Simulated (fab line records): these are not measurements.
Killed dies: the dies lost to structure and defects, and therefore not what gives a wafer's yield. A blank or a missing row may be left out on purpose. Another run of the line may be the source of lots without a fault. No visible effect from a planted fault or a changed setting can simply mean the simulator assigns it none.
fab line records | flow gf180mcu
record: lots: 15 wafers: 45 lastDay: 34
route steps=602 shown VT_IMPLANT@110 NSD@246 PSD@258 SAB@274 CONTACT@291
lots that met no fault: taken from a fault-free run of the same line
startH: the number of hours between the record's first day and the start of the first shown wafer of the lot | waitH: hours since the lot's step before | " identical to the entry in the row above | L1.1+2: a single row standing in for several wafers | - value missing, or start not given | * or withheld: withheld | < > ~ a bound
route shown NAME@n: NAME is a module with steps in the file, n the number in the route of the first one | usual: mean/standard deviation of fault-free wafers | same: alike in all rows | chamber/n: place in a boat | sites: the reading at each site | _std_site: how widely they spread, as a standard deviation | _edge_site: the outer-site mean with the inner-site mean subtracted | radiusMm: how far each site lies from the wafer's centre | mask NAME#n: copy n | behind: the tool/chamber that last shaped the wafer | hold: what put the lot on hold/how long, in hours/how the hold closed | device: the transistor (n, p or np) that didn't switch | end of line: the route-end tests of the same wafers | step lacking rows: just its recipe | killed: dies that structure and defects cost at the first sort, which is not the same as the wafer's yield | map: shows each die of a wafer: x if killed, . if not, _ if none is there
set.NAME: the run value of the setting; set.NAME@STEP: its run value at that earlier step | model.NAME: the simulator's own value behind a step, which no gauge read
a sample of lots followed through the steps of the route, with each step as a table and each wafer as a row
services: a tool's chamber out of use, with start hour (startH, from the record's first day; less than 0 if before it), hours out, and reason
== steps ==
step: GF_VT_IMPLANT_STRIP_20
recipe: chemistry: O2/N2 powerW: 1400 pressureMtorr: 1500 platenTempC: 250 o2FlowSccm: 3000 n2FlowSccm: 300 overashFraction: 0.5
usual: chamberPressureMTorr: 1500.0/1.5 drypumpMotorCurrentA: 5.6/0.4 heaterPowerW: 358/32 oesProductAu: 0.716/0.0043 stripTimeToEndpointS: 12.62/0.031
columns lot.wafer tool chamber startH waitH chamberPressureMTorr drypumpMotorCurrentA heaterPowerW oesProductAu rfHoursCounterH stripTimeToEndpointS
L792.3 plasmaAsher-01 1 134.55 0.1 1501.5 5.6 392 0.715 - 12.62
L792.4 " 0 " " 1497.3 5.8 308 0.710 - 12.59
L792.6 " 0 " " 1498.7 5.8 315 0.723 - 12.57
L794.3 plasmaAsher-01 1 149.18 0.1 1499.9 5.6 388 0.717 - 12.66
L794.5 " 0 " " 1501.8 5.8 314 0.720 - 12.68
L794.6 " 1 " " 1499.8 5.6 383 0.720 - 12.67
L796.1 plasmaAsher-03 0 160.27 0.1 1502.4 6.1 338 0.718 4 12.63
L796.3 " 1 " " 1499.6 5.9 413 0.711 - 12.68
L796.4 " 0 " " 1497.9 6.2 329 0.715 - 12.67
L798.2 plasmaAsher-04 1 168.19 0.1 1500.8 5.8 361 0.723 51 12.65
L798.3 " 1 " " 1499.8 5.8 361 0.714 - 12.59
L798.6 " 1 " " 1499.8 5.8 359 0.719 - 12.60
L799.1 plasmaAsher-01 0 176.04 0.1 1498.9 5.8 311 0.726 55 12.61
L799.2 " 1 " " 1501.7 5.6 386 0.726 55 12.64
L799.6 " 0 " " 1499.1 5.8 309 0.715 - 12.59
L800.1 plasmaAsher-04 0 183.84 0.1 1498.6 4.9 362 0.715 53 12.62
L800.5 " 1 " " 1495.9 5.8 363 0.716 - 12.62
L800.6 " 0 " " 1497.5 4.9 349 0.724 - 12.61
L801.1 plasmaAsher-03 1 187.72 0.1 1497.7 5.9 407 0.719 8 12.65
L801.4 " 0 " " 1498.4 6.2 339 0.720 - 12.61
L801.5 " 1 " " 1498.3 5.9 413 0.722 - 12.57
L803.1 plasmaAsher-01 0 207.37 0.1 1499.7 5.8 309 0.719 58 12.59
L803.2 " 1 " " 1498.2 5.6 381 0.714 58 12.68
L803.3 " 1 " " 1502.9 5.6 385 0.717 - 12.69
L806.1 plasmaAsher-04 1 220.07 0.1 1499.1 5.8 367 0.720 56 12.62
L806.5 " 1 " " 1503.3 5.8 363 0.707 - 12.63
L806.6 " 0 " " 1499.7 4.9 341 0.716 - 12.60
L807.2 plasmaAsher-03 1 227.84 0.1 1497.5 5.9 407 0.713 12 12.60
L807.3 " 1 " " 1501.1 5.9 403 0.718 - 12.65
L807.6 " 1 " " 1501.2 5.9 419 0.721 - 12.64
L810.1 plasmaAsher-01 0 244.34 0.1 1499.5 5.8 301 0.718 62 12.61
L810.4 " 1 " " 1497.9 5.6 392 0.723 - 12.62
L810.6 " 0 " " 1500.5 5.8 319 0.714 - 12.64
L811.3 plasmaAsher-01 1 251.28 0.1 1500.4 5.6 388 0.714 - 12.61
L811.4 " 0 " " 1501.9 5.8 314 0.716 - 12.61
L811.6 " 0 " " 1500.5 5.8 314 0.716 - 12.60
L812.1 plasmaAsher-03 1 259.32 0.1 1500.9 5.9 409 0.713 15 12.61
L812.4 " 0 " " 1501.8 6.1 338 0.721 - 12.61
L812.6 " 1 " " 1501.3 6.0 414 0.708 - 12.64
L813.2 plasmaAsher-04 0 263.01 0.1 1501.9 4.9 353 0.708 61 12.65
L813.3 " 1 " " 1502.5 5.8 362 0.719 - 12.65
L813.5 " 0 " " 1501.0 4.9 348 0.712 - 12.66
L814.2 plasmaAsher-04 0 274.34 0.1 1502.7 4.9 339 0.727 62 12.65
L814.4 " 1 " " 1497.8 5.8 361 0.713 - 12.64
L814.6 " 0 " " 1501.2 4.9 347 0.717 - 12.62
step: GF_NSD_STRIP_11
recipe: chemistry: O2/N2 powerW: 1400 pressureMtorr: 1500 platenTempC: 250 o2FlowSccm: 3000 n2FlowSccm: 300 overashFraction: 0.5
usual: chamberPressureMTorr: 1499.8/1.3 drypumpMotorCurrentA: 5.7/0.43 heaterPowerW: 360/31 oesProductAu: 0.487/0.0047 stripTimeToEndpointS: 22.95/0.04
columns lot.wafer tool chamber startH waitH chamberPressureMTorr drypumpMotorCurrentA heaterPowerW oesProductAu rfHoursCounterH stripTimeToEndpointS
L792.3 plasmaAsher-03 0 306.10 0.1 1497.7 6.2 345 0.492 - 23.01
L792.4 " 1 " " 1497.9 5.9 412 0.486 - 22.98
L792.6 " 1 " " 1498.3 5.9 418 0.486 - 22.96
L794.3 plasmaAsher-01 1 327.42 0.1 1499.8 5.6 385 0.487 - 22.92
L794.5 " 1 " " 1501.7 5.6 392 0.482 - 22.88
L794.6 " 0 " " 1502.3 5.8 309 0.473 - 22.91
L796.1 plasmaAsher-04 0 342.99 0.1 1500.1 4.9 355 0.486 69 22.93
L796.3 " 1 " " 1497.9 5.8 364 0.479 - 22.91
L796.4 " 0 " " 1499.7 4.9 348 0.491 - 22.87
L798.2 plasmaAsher-04 1 350.71 0.1 1501.1 5.8 369 0.486 70 22.97
L798.3 " 1 " " 1499.3 5.8 359 0.484 - 22.98
L798.6 " 0 " " 1499.0 4.9 340 0.486 - 22.93
L799.1 plasmaAsher-03 1 365.28 0.1 1500.6 6.0 405 0.490 26 22.92
L799.2 " 0 " " 1500.4 6.1 335 0.490 26 22.87
L799.6 " 0 " " 1498.8 6.1 342 0.487 - 22.90
L800.1 plasmaAsher-01 0 371.01 0.1 1501.2 5.8 317 0.484 75 22.93
L800.5 " 0 " " 1500.3 5.8 309 0.496 - 22.94
L800.6 " 1 " " 1497.8 5.6 389 0.485 - 22.91
L801.1 plasmaAsher-04 1 379.88 0.1 1499.8 5.8 376 0.486 73 22.94
L801.4 " 1 " " 1500.7 5.8 362 0.487 - 22.94
L801.5 " 0 " " 1498.8 4.9 349 0.485 - 22.97
L803.1 plasmaAsher-03 0 414.11 0.1 - - - - - -
L803.2 " 1 " " - - - - - -
L803.3 " 0 " " - - - - - -
L806.1 plasmaAsher-01 0 420.76 0.1 - - - - - -
L806.5 " 0 " " - - - - - -
L806.6 " 1 " " - - - - - -
L807.2 plasmaAsher-04 0 432.33 0.1 - - - - - -
L807.3 " 0 " " - - - - - -
L807.6 " 1 " " - - - - - -
L810.1 plasmaAsher-01 0 451.61 0.1 1500.4 5.8 315 0.477 84 23.00
L810.4 " 0 " " 1497.2 5.8 305 0.484 - 23.00
L810.6 " 0 " " 1498.5 5.8 307 0.484 - 23.01
L811.3 plasmaAsher-03 1 466.99 0.1 1499.4 6.0 407 0.483 - 22.95
L811.4 " 0 " " 1498.4 6.2 338 0.489 - 22.91
L811.6 " 1 " " 1496.8 6.0 418 0.490 - 22.94
L812.1 plasmaAsher-04 0 470.69 0.1 1499.8 4.9 337 0.480 4 22.93
L812.4 " 1 " " 1499.8 5.8 379 0.487 - 22.93
L812.6 " 1 " " 1498.8 5.8 387 0.498 - 22.93
L813.2 plasmaAsher-03 0 473.54 0.1 1499.3 6.2 344 0.494 38 23.01
L813.3 " 1 " " 1500.0 5.9 414 0.488 - 23.02
L813.5 " 1 " " 1501.3 5.9 412 0.487 - 23.01
L814.2 plasmaAsher-03 1 485.66 0.1 1500.3 5.9 411 0.479 39 22.95
L814.4 " 0 " " 1500.5 6.1 335 0.489 - 23.00
L814.6 " 1 " " 1499.8 6.0 409 0.479 - 22.98
step: GF_PSD_STRIP_10
recipe: chemistry: O2/N2 powerW: 1400 pressureMtorr: 1500 platenTempC: 250 o2FlowSccm: 3000 n2FlowSccm: 300 overashFraction: 0.5
usual: chamberPressureMTorr: 1500.2/1.2 drypumpMotorCurrentA: 5.8/0.36 heaterPowerW: 358/29 oesProductAu: 0.591/0.0046 stripTimeToEndpointS: 16.51/0.034
columns lot.wafer tool chamber startH waitH chamberPressureMTorr drypumpMotorCurrentA heaterPowerW oesProductAu rfHoursCounterH stripTimeToEndpointS
L792.3 plasmaAsher-03 0 327.08 0.1 1501.0 6.2 340 0.587 - 16.53
L792.4 " 1 " " 1499.4 5.9 405 0.596 - 16.56
L792.6 " 1 " " 1501.8 5.9 408 0.599 - 16.48
L794.3 plasmaAsher-02 0 348.63 0.1 1495.8 5.9 367 0.593 - 16.46
L794.5 " 0 " " 1499.7 6.0 364 0.593 - 16.51
L794.6 " 1 " " 1501.4 5.6 332 0.595 - 16.47
L796.1 plasmaAsher-02 0 365.14 0.1 1502.8 5.9 371 0.606 54 16.53
L796.3 " 1 " " 1498.8 5.6 327 0.588 - 16.51
L796.4 " 0 " " 1498.5 6.0 362 0.591 - 16.51
L798.2 plasmaAsher-02 1 372.86 0.1 1499.2 5.6 337 0.592 55 16.53
L798.3 " 0 " " 1502.1 6.0 358 0.592 - 16.56
L798.6 " 0 " " 1500.4 6.0 365 0.596 - 16.56
L799.1 plasmaAsher-03 1 387.89 0.1 1501.1 5.9 404 0.596 28 16.50
L799.2 " 0 " " 1500.6 6.2 338 0.590 28 16.51
L799.6 " 1 " " 1499.1 5.9 405 0.579 - 16.51
L800.1 plasmaAsher-03 1 394.39 0.1 1498.6 5.9 416 0.589 29 16.54
L800.5 " 1 " " 1501.1 5.9 405 0.594 - 16.49
L800.6 " 0 " " 1499.5 6.2 337 0.594 - 16.49
L801.1 plasmaAsher-03 1 403.44 0.1 1498.6 6.0 412 0.593 30 16.53
L801.4 " 0 " " 1499.3 6.1 340 0.587 - 16.59
L801.5 " 0 " " 1499.5 6.2 345 0.589 - 16.53
L803.1 plasmaAsher-03 1 438.15 0.1 1500.6 5.9 401 0.656 34 31.42
L803.2 " 0 " " 1499.9 6.2 339 0.662 34 31.53
L803.3 " 0 " " 1502.0 6.1 344 0.648 - 31.52
L806.1 plasmaAsher-02 1 445.21 0.1 1503.1 5.6 327 0.660 61 31.41
L806.5 " 1 " " 1499.6 5.6 326 0.664 - 31.38
L806.6 " 0 " " 1500.7 5.9 366 0.653 - 31.38
L807.2 plasmaAsher-02 0 456.91 0.1 1499.9 5.9 371 0.649 63 31.56
L807.3 " 1 " " 1498.7 5.6 327 0.658 - 31.48
L807.6 " 1 " " 1500.2 5.6 334 0.652 - 31.51
L810.1 plasmaAsher-02 1 476.19 0.1 1501.0 5.6 331 0.587 65 16.53
L810.4 " 1 " " 1501.9 5.6 326 0.592 - 16.54
L810.6 " 1 " " 1499.3 5.6 329 0.590 - 16.52
L811.3 plasmaAsher-02 1 490.64 0.1 1497.6 5.6 325 0.586 - 16.44
L811.4 " 0 " " 1499.5 5.9 363 0.589 - 16.51
L811.6 " 0 " " 1501.3 5.9 368 0.589 - 16.50
L812.1 plasmaAsher-04 1 494.59 0.1 1500.8 5.8 389 0.589 6 16.51
L812.4 " 0 " " 1497.8 4.9 341 0.594 - 16.51
L812.6 " 1 " " 1500.7 5.8 388 0.592 - 16.50
L813.2 plasmaAsher-02 1 497.24 0.1 1502.0 5.6 326 0.589 67 16.48
L813.3 " 0 " " 1501.5 6.0 379 0.589 - 16.50
L813.5 " 0 " " 1499.9 6.0 356 0.586 - 16.50
L814.2 plasmaAsher-02 0 509.06 0.1 1500.7 6.0 358 0.584 68 16.49
L814.4 " 1 " " 1500.5 5.6 321 0.595 - 16.51
L814.6 " 0 " " 1499.8 5.9 363 0.597 - 16.45
step: GF_PSD_TW_MEAS_11
usual: PSD_TW: 3178/37
columns lot.wafer tool chamber startH waitH PSD_TW
L792.3 filmMetro-04 - 327.17 0.1 3224
L792.4 " - " " 3206
L792.6 " - " " 3237
L794.3 filmMetro-01 - 348.72 0.1 3164
L794.5 " - " " 3175
L794.6 " - " " 3172
L796.1 filmMetro-03 - 365.24 0.1 3131
L796.3 " - " " 3133
L796.4 " - " " 3129
L798.2 filmMetro-01 - 372.97 0.1 3187
L798.3 " - " " 3171
L798.6 " - " " 3184
L799.1 filmMetro-01 - 387.99 0.1 3176
L799.2 " - " " 3166
L799.6 " - " " 3188
L800.1 filmMetro-01 - 394.49 0.1 3175
L800.5 " - " " 3178
L800.6 " - " " 3180
L801.1 filmMetro-04 - 403.54 0.1 3223
L801.4 " - " " 3221
L801.5 " - " " 3222
L803.1 filmMetro-01 - 438.25 0.1 30
L803.2 " - " " 30
L803.3 " - " " 30
L806.1 filmMetro-03 - 445.31 0.1 29
L806.5 " - " " 30
L806.6 " - " " 29
L807.2 filmMetro-01 - 457.02 0.1 30
L807.3 " - " " 30
L807.6 " - " " 30
L810.1 filmMetro-01 - 476.29 0.1 3173
L810.4 " - " " 3171
L810.6 " - " " 3177
L811.3 filmMetro-01 - 490.73 0.1 3186
L811.4 " - " " 3169
L811.6 " - " " 3198
L812.1 filmMetro-03 - 494.69 0.1 3136
L812.4 " - " " 3144
L812.6 " - " " 3137
L813.2 filmMetro-04 - 497.35 0.1 3222
L813.3 " - " " 3217
L813.5 " - " " 3222
L814.2 filmMetro-03 - 509.17 0.1 3126
L814.4 " - " " 3121
L814.6 " - " " 3120
step: GF_SAB_OVL_MEAS_10
usual: SAB_OVL: -0.5/1.4
columns lot.wafer tool chamber startH waitH SAB_OVL[nm]
L792.3 overlay-02 - 348.79 0.1 -0.3
L792.4 " - " " 0.4
L792.6 " - " " -0.1
L794.3 overlay-01 - 371.01 0.1 -0.6
L794.5 " - " " -0.1
L794.6 " - " " -0.9
L796.1 overlay-01 - 387.91 0.1 -2.9
L796.3 " - " " -0.8
L796.4 " - " " -1.6
L798.2 overlay-01 - 395.75 0.1 -1.8
L798.3 " - " " 0.0
L798.6 " - " " -0.5
L799.1 overlay-02 - 411.45 0.1 0.8
L799.2 " - " " 2.2
L799.6 " - " " 1.5
L800.1 overlay-02 - 417.92 0.1 0.3
L800.5 " - " " -1.4
L800.6 " - " " -1.2
L801.1 overlay-01 - 427.97 0.1 -0.3
L801.4 " - " " 1.4
L801.5 " - " " 2.5
L803.1 overlay-01 - 463.31 0.1 -0.9
L803.2 " - " " -1.5
L803.3 " - " " 0.4
L806.1 overlay-01 - 470.01 0.1 -1.5
L806.5 " - " " 1.0
L806.6 " - " " -0.9
L807.2 overlay-01 - 481.46 0.1 -3.9
L807.3 " - " " -2.9
L807.6 " - " " -1.9
L810.1 overlay-01 - 500.47 0.1 -1.9
L810.4 " - " " -1.4
L810.6 " - " " -0.1
L811.3 overlay-01 - 515.01 0.1 -3.3
L811.4 " - " " -3.3
L811.6 " - " " -2.6
L812.1 overlay-01 - 518.61 0.1 -0.5
L812.4 " - " " 0.3
L812.6 " - " " -0.8
L813.2 overlay-01 - 520.85 0.1 1.5
L813.3 " - " " -0.4
L813.5 " - " " -2.5
L814.2 overlay-02 - 532.71 0.1 -1.8
L814.4 " - " " 0.4
L814.6 " - " " -1.4
step: GF_CONTACT_CMP_04
recipe: material: SiO2 downForcePsi: 4 platenRpm: 60 padVelocityMS: 0.94248
usual: motorCurrentA: 12.1/1.5 timeToEndpointS: 108/7
columns lot.wafer tool chamber startH waitH motorCurrentA timeToEndpointS
L792.3 cmp-01 1 349.91 0.0 12.5 111
L792.4 " 2 " " 11.7 110
L792.6 " 1 " " 11.3 112
L794.3 cmp-02 1 372.25 0.1 13.1 100
L794.6 " 3 " " 15.9 113
L794.5 " 0 " " 10.6 102
L796.1 cmp-01 2 389.09 0.1 11.3 109
L796.3 " 3 " " 12.9 118
L796.4 " 0 " " 10.2 116
L798.2 cmp-02 2 397.09 0.0 12.0 100
L798.3 " 0 " " 10.7 90
L798.6 " 2 " " 11.5 101
L799.2 cmp-01 3 412.71 0.1 12.3 113
L799.1 " 1 " " 11.8 109
L799.6 " 2 " " 11.3 110
L800.1 cmp-01 1 419.24 0.1 12.1 106
L800.5 " 1 " " 11.7 119
L800.6 " 2 " " 12.1 115
L801.4 cmp-01 3 429.48 0.1 13.1 129
L801.1 " 0 " " 10.7 116
L801.5 " 2 " " 10.7 121
L803.2 cmp-02 1 464.61 0.0 13.5 106
L803.1 " 3 " " 15.6 107
L803.3 " 0 " " 10.1 98
L806.1 cmp-02 0 471.30 0.1 10.8 104
L806.6 " 0 " " 10.1 103
L806.5 " 1 " " 13.5 113
L807.2 cmp-02 1 482.82 0.1 13.8 100
L807.3 " 2 " " 11.5 98
L807.6 " 0 " " 10.0 99
L810.4 cmp-02 3 501.66 0.1 15.0 105
L810.1 " 0 " " 10.6 97
L810.6 " 2 " " 10.8 104
L811.4 cmp-02 2 516.24 0.1 11.1 109
L811.3 " 3 " " 15.1 101
L811.6 " 1 " " 12.9 110
L812.1 cmp-01 3 519.89 0.1 12.8 115
L812.4 " 1 " " 12.1 113
L812.6 " 3 " " 13.0 122
L813.2 cmp-01 1 522.18 0.0 11.8 120
L813.3 " 2 " " 11.2 121
L813.5 " 2 " " 11.1 118
L814.4 cmp-02 0 533.87 0.0 10.0 102
L814.2 " 3 " " 15.0 102
L814.6 " 1 " " 13.8 101
== services ==
columns tool chamber startH hours kind
plasmaAsher-02 - 116.46 1.2 repair
plasmaAsher-03 - 117.75 2.8 pm
plasmaAsher-02 - 143.05 2.8 pm
plasmaAsher-01 - 166.64 2.8 pm
plasmaAsher-01 - 179.15 2.4 repair
plasmaAsher-01 - 183.25 3.4 repair
plasmaAsher-03 - 207.77 3.9 repair
plasmaAsher-01 - 217.61 8.1 repair
plasmaAsher-04 - 228.93 0.8 repair
plasmaAsher-02 - 236.15 5.0 repair
plasmaAsher-03 - 238.64 0.9 repair
plasmaAsher-03 - 265.86 1.6 repair
cmp-02 - 286.69 4.2 pm
plasmaAsher-02 - 317.05 4.5 repair
plasmaAsher-03 - 384.83 2.1 repair
plasmaAsher-02 - 394.25 13.7 repair
plasmaAsher-04 - 402.37 1.8 repair
plasmaAsher-04 - 421.25 9.0 pm
plasmaAsher-01 - 422.00 1.8 repair
plasmaAsher-04 - 445.69 0.6 repair
plasmaAsher-01 - 452.27 1.1 repair
plasmaAsher-04 - 481.91 2.0 repair
plasmaAsher-01 - 520.67 0.7 repair
plasmaAsher-02 - 523.99 2.3 repair
== key ==
firstSign: step: GF_NSD_STRIP_11 reading: toolRecord direction: missing
effect: step: GF_PSD_STRIP_10 reading: stripTimeToEndpointS direction: up sigmas: 99+ usual: * struck: *
effect: step: GF_PSD_TW_MEAS_11 reading: PSD_TW direction: down sigmas: 86 usual: 3178 struck: 30
metAt GF_NSD_STRIP_11
struckLots L803,L806,L807
sortLeftOut L803.1,L803.2,L803.3,L806.1,L806.5,L806.6,L807.2,L807.3,L807.6
testerLeftOut L803,L806,L807
notActingAt GF_VT_IMPLANT_STRIP_20,GF_SAB_OVL_MEAS_10,GF_CONTACT_CMP_04
onsetBetween 379.88 414.11
fault: kind: skippedStepWhole tool: plasmaAsher-01,plasmaAsher-03,plasmaAsher-04 chamber: - onsetH: 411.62 steps: GF_NSD_STRIP_11 scope: struckLotsOnly
testerLeftOut: of these lots the tester's yield and bins aren't shown, on N5 and GAA mostly nor the transistor test; their killed dies are dies lost to structure and defects alone, not to doping, threshold or leakage, so they don't give the yield
sortLeftOut: the simulated sort isn't trusted on such a fault, so these wafers' sort isn't shown, and their yield isn't known
